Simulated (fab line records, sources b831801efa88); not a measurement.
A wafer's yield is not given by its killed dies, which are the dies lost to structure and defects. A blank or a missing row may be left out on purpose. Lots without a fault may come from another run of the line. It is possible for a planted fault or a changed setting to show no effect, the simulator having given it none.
Matching of chambers || flow sky130 || 4 sister chambers for SKY_VIA4_CMP_02 on cmp-01
The step polishes SiO2. 14 wafers are shown with their chamber, then 7 later ones without.

WAFERS, EACH WITH ITS CHAMBER
{"wafer": "L979.1", "chamber": 3, "motor_current_A (A)": 11.0, "edge_zone_pressure_frac": 1.002, "head_pressure_psi (psi)": 4.006}
{"wafer": "L979.4", "chamber": 0, "motor_current_A (A)": 11.6, "edge_zone_pressure_frac": 1.004, "head_pressure_psi (psi)": 3.996}
{"wafer": "L979.6", "chamber": 2, "motor_current_A (A)": 12.3, "edge_zone_pressure_frac": 1.005, "head_pressure_psi (psi)": 3.999}
{"wafer": "L980.1", "chamber": 1, "motor_current_A (A)": 11.6, "edge_zone_pressure_frac": 1.002, "head_pressure_psi (psi)": 3.976}
{"wafer": "L980.3", "chamber": 0, "motor_current_A (A)": 11.1, "edge_zone_pressure_frac": 0.997, "head_pressure_psi (psi)": 3.997}
{"wafer": "L980.4", "chamber": 2, "motor_current_A (A)": 12.7, "edge_zone_pressure_frac": 1.001, "head_pressure_psi (psi)": 4.006}
{"wafer": "L981.2", "chamber": 1, "motor_current_A (A)": 12.2, "edge_zone_pressure_frac": 0.995, "head_pressure_psi (psi)": 3.994}
{"wafer": "L981.5", "chamber": 1, "motor_current_A (A)": 11.4, "edge_zone_pressure_frac": 0.997, "head_pressure_psi (psi)": 3.997}
{"wafer": "L981.6", "chamber": 2, "motor_current_A (A)": 12.5, "edge_zone_pressure_frac": 1.002, "head_pressure_psi (psi)": 4.000}
{"wafer": "L983.1", "chamber": 0, "motor_current_A (A)": 11.1, "edge_zone_pressure_frac": 0.993, "head_pressure_psi (psi)": 4.013}
{"wafer": "L983.3", "chamber": 3, "motor_current_A (A)": 10.9, "edge_zone_pressure_frac": 1.001, "head_pressure_psi (psi)": 4.000}
{"wafer": "L983.5", "chamber": 3, "motor_current_A (A)": 11.2, "edge_zone_pressure_frac": 0.999, "head_pressure_psi (psi)": 3.983}
{"wafer": "L988.3", "chamber": 0, "motor_current_A (A)": 11.7, "edge_zone_pressure_frac": 1.003, "head_pressure_psi (psi)": 4.011}
{"wafer": "L988.5", "chamber": 1, "motor_current_A (A)": 11.9, "edge_zone_pressure_frac": 1.003, "head_pressure_psi (psi)": 4.012}

SIGNATURES (averages over the wafers above)
{"reading": "motor_current_A", "chamber 0": 11.375, "chamber 1": 11.775, "chamber 2": 12.500, "chamber 3": 11.033, "scatter within a chamber": 0.283}
{"reading": "edge_zone_pressure_frac", "chamber 0": 0.99925, "chamber 1": 0.99925, "chamber 2": 1.00267, "chamber 3": 1.00067, "scatter within a chamber": 0.00373}
{"reading": "head_pressure_psi", "chamber 0": 4.00425, "chamber 1": 3.99475, "chamber 2": 4.00167, "chamber 3": 3.99633, "scatter within a chamber": 0.011}
Rule: for each reading, subtract the chamber's mean from the wafer's reading, divide by that reading's scatter and square the result; add these up over the readings and take the root, which gives the wafer's distance from the chamber. The wafer belongs to the nearest chamber; if the next one is less than 2 further off, it can't be placed. The scatter is the square root of a quotient: the sum, over the shown wafers, of each reading's squared deviation from its chamber's mean, divided by wafers minus chambers.

WAFERS MISSING THEIR CHAMBER
{"wafer": "L988.6", "motor_current_A (A)": 11.4, "edge_zone_pressure_frac": 1.009, "head_pressure_psi (psi)": 3.990}
{"wafer": "L101.1", "motor_current_A (A)": 11.4, "edge_zone_pressure_frac": 0.997, "head_pressure_psi (psi)": 3.994}
{"wafer": "L101.2", "motor_current_A (A)": 12.2, "edge_zone_pressure_frac": 0.996, "head_pressure_psi (psi)": 4.010}
{"wafer": "L101.4", "motor_current_A (A)": 11.6, "edge_zone_pressure_frac": 1.005, "head_pressure_psi (psi)": 4.009}
{"wafer": "L102.1", "motor_current_A (A)": 12.2, "edge_zone_pressure_frac": 1.006, "head_pressure_psi (psi)": 4.011}
{"wafer": "L102.2", "motor_current_A (A)": 12.7, "edge_zone_pressure_frac": 0.999, "head_pressure_psi (psi)": 4.027}
{"wafer": "L102.4", "motor_current_A (A)": 11.5, "edge_zone_pressure_frac": 0.997, "head_pressure_psi (psi)": 3.987}

WHICH CHAMBER EACH ONE RAN IN
{"wafer": "L988.6", "from the rows above": "can't be placed: 3 or 0 or 1 or 2", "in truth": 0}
{"wafer": "L101.1", "from the rows above": "can't be placed: 0 or 1 or 3", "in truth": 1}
{"wafer": "L101.2", "from the rows above": "can't be placed: 2 or 1 or 0", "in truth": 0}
{"wafer": "L101.4", "from the rows above": "can't be placed: 0 or 1 or 3 or 2", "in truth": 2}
{"wafer": "L102.1", "from the rows above": "can't be placed: 2 or 1 or 0", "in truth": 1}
{"wafer": "L102.2", "from the rows above": "can't be placed: 2 or 1", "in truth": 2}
{"wafer": "L102.4", "from the rows above": "can't be placed: 1 or 0 or 3", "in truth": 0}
Placed correctly: 0 of 7. Not placeable from these rows: 7 (in 7, the candidates include the true chamber). Number placed wrongly: 0.
